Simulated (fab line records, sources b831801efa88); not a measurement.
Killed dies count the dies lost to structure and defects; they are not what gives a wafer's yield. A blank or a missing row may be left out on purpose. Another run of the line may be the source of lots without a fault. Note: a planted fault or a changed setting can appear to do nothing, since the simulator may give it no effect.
A lot that was struck, set against a sound lot | flow sky130 | 33 steps out of a route of 708
Sound: the wafers L973.1, L973.3, L973.6. Struck: wafer L982.5 (left out: L982.3, L982.6 of the same lot, which were not struck); the cause appears at the end.
For every step that has rows: the tool of each side, followed by ch and its chambers, followed by its first start. Under that, the readings that differ: sound wafers | struck wafers | difference of the means | sigmas: that difference in standard deviations of wafers without a fault.
alike: readings whose means differ by less than 2 such deviations, and words and numbers that are the same on both sides. not compared: withheld readings, readings that some wafer has no value for, bounds like >300 that may hide the same value, and numbers for which the record gives no deviation and whose values overlap.
Wherever a step has rows on one side only, a row that says differs or no value, or a row with sigmas, the two part there. When numbers do not overlap yet have no deviation, they are printed without sigmas and do not part them. A reading missing from all wafers of one side parts the sides only when that side holds two or more wafers.

first, 4 steps without rows for these wafers: SKY_LOCAL_INTERCONNECT_SOFTBAKE_07 (time 90 s); SKY_LOCAL_INTERCONNECT_EXPOSE_08 (exposes mask LI1M, target cd 170 nm); SKY_LOCAL_INTERCONNECT_PEB_09; SKY_LOCAL_INTERCONNECT_DEVELOP_10 (develop time 60 s).
SKY_LOCAL_INTERCONNECT_CD_MEAS_11: target cd 170 nm.
  struck on cd-sem-02, day 34 20:01; sound on cd-sem-01, day 31 20:01
  alike: cd-nm
SKY_LOCAL_INTERCONNECT_OVL_MEAS_12:
  struck on overlay-01, day 34 20:06; sound on overlay-02, day 31 20:08
  reading                     | sound   | struck | difference | sigmas
  LOCAL_INTERCONNECT_OVL (nm) | 13 12 5 | -2     | -12        | -2
SKY_LOCAL_INTERCONNECT_ETCH_13: etches BARC in N2/H2, stops on SiO2, time 45.9 s, target depth 60 nm.
  sound on rie-metal-01 ch 0,1, day 31 20:10; struck on rie-metal-04 ch 1, day 34 20:09
  reading                | sound                | struck | difference | sigmas
  oes-product-au (a.u.)  | 0.859 0.849 0.855    | 0.844  | -0.010     | -2
  throttle-valve-pct (%) | 13.236 13.222 13.227 | 13.207 | -0.021     | -2
  alike: drypump-motor-current-A, he-backside-leak-sccm
  not compared: rf-hours-counter-h
SKY_LOCAL_INTERCONNECT_METAL_ETCH_14: etches TiN in Cl2/BCl3, stops on PSG, target depth 110 nm, time 31.4 s.
  sound on rie-metal-01 ch 0,1, day 31 20:14; struck on rie-metal-04 ch 1, day 34 20:12
  alike: drypump-motor-current-A, he-backside-leak-sccm, oes-product-au, throttle-valve-pct
  not compared: rf-hours-counter-h
SKY_LOCAL_INTERCONNECT_STRIP_15: strips in O2/N2.
  sound on plasma-asher-03 ch 0,1, day 31 20:17; struck on plasma-asher-01 ch 0, day 34 20:16
  alike: drypump-motor-current-A, oes-product-au, strip-time-to-endpoint-s
  not compared: rf-hours-counter-h
then, 3 steps without rows for these wafers: SKY_LOCAL_INTERCONNECT_STRIP_16 (strips in post etch residue remover, time 1200 s); SKY_LOCAL_INTERCONNECT_CLEAN_17 (cleans in IPA, time 180 s); SKY_LOCAL_INTERCONNECT_CLEAN_18 (cleans in O3/DIW).
SKY_CONTACT_CVD_00: deposits Si3N4, target thk 75 nm.
  sound on pecvd-03 ch 0,1, day 31 20:53; struck on pecvd-03 ch 0, day 34 20:52
  reading                                   | sound             | struck | difference | sigmas
  model.Si3N4_of_CONTACT_CVD_00.thk-nm (nm) | 74.65 73.48 74.69 | 71.6   | -2.7       |
  alike: heater-power-w
  not compared: susceptor-temp-C
SKY_CONTACT_THK_MEAS_01:
  struck on film-metro-04, day 34 20:56; sound on film-metro-02, day 31 20:55
  reading                 | sound          | struck | difference | sigmas
  CONTACT_CVD_00_THK (nm) | 74.7 73.5 74.7 | 71.6   | -2.7       | -3
then, 1 step without rows for these wafers: SKY_CONTACT_HDPCVD_02 (deposits SiO2, target thk 565 nm, time 94.2 s).
SKY_CONTACT_THK_MEAS_03:
  struck on film-metro-03, day 34 21:04; sound on film-metro-03, day 31 21:03
  reading                 | sound       | struck | difference | sigmas
  CONTACT_HDPCVD_THK (nm) | 557 559 559 | 569    | +11        | +2
SKY_CONTACT_CMP_04: polishes SiO2.
  sound on cmp-02 ch 1,2,3, day 31 21:07; struck on cmp-01 ch 3, day 34 21:15
  alike: head-pressure-psi, motor-current-A, retaining-ring-pressure-frac, time-to-endpoint-s
SKY_CONTACT_BOW_MEAS_05:
  struck on film-metro-03, day 34 21:26; sound on film-metro-03, day 31 21:25
  alike: CONTACT_BOW
then, 8 steps without rows for these wafers: SKY_CONTACT_DEHYDRATE_06 (time 60 s); SKY_CONTACT_HMDS_07 (prime time 60 s); SKY_CONTACT_COAT_08 (resist thk 60 nm); SKY_CONTACT_COAT_09 (resist thk 450 nm); SKY_CONTACT_SOFTBAKE_10 (time 90 s); SKY_CONTACT_EXPOSE_11 (exposes mask CTM1, target cd 170 nm); SKY_CONTACT_PEB_12; SKY_CONTACT_DEVELOP_13 (develop time 57.99 s).
SKY_CONTACT_CD_MEAS_14: target cd 170 nm.
  struck on cd-sem-02, day 35 23:17; sound on cd-sem-01, day 32 23:49
  alike: cd-nm
SKY_CONTACT_OVL_MEAS_15:
  struck on overlay-01, day 35 23:22; sound on overlay-01, day 32 23:56
  alike: CONTACT_OVL
SKY_CONTACT_ETCH_16: etches BARC in N2/H2, stops on SiO2, time 45.9 s, target depth 60 nm.
  sound on rie-diel-04 ch 1,2,3, day 32 23:58; struck on rie-diel-04 ch 0, day 35 23:23
  alike: drypump-motor-current-A, oes-product-au, throttle-valve-pct
  not compared: rf-hours-counter-h
then, 1 step without rows for these wafers: SKY_CONTACT_ETCH_17 (etches SiO2 in C4F8/O2/Ar, stops on Si3N4, target depth 340 nm).
SKY_CONTACT_ETCH_18: etches Si3N4 in CHF3/O2, stops on TiN, time 39 s, target depth 75 nm.
  sound on rie-diel-04 ch 1,2,3; struck on rie-diel-04 ch 0
  reading                  | sound             | struck | difference | sigmas
  oes-product-au (a.u.)    | 0.854 0.846 0.850 | 0.824  | -0.026     | -4
  model.etch.depth-nm (nm) | 74.65 73.48 74.69 | 71.6   | -2.7       |
  alike: drypump-motor-current-A, throttle-valve-pct
  not compared: rf-hours-counter-h
then, 1 step without rows for these wafers: SKY_CONTACT_STRIP_19 (strips in O2/N2).
-- the record jumps here: 13 days lie between the struck wafers' starts before and after (it left off in module CONTACT and takes up again in module PAD_OPEN, whose first step shown is number 708 of the route) --
SKY_PAD_OPEN_PROBE_99:
  struck on prober-02, day 49 04:47; sound on prober-01, day 46 19:57
  reading            | sound    | struck | difference | sigmas
  killed-at-contacts | 23 14 22 | 31     | +11        | +2
  alike: killed_at_M0_to_M3, killed_at_M4_up, killed-at-front-end, killed-at-other, killed-dies, killed-open, killed-short

== WHERE THEY PART ==
First at SKY_LOCAL_INTERCONNECT_OVL_MEAS_12; last, within this record, at SKY_PAD_OPEN_PROBE_99.

WHY: the cause the simulator had injected
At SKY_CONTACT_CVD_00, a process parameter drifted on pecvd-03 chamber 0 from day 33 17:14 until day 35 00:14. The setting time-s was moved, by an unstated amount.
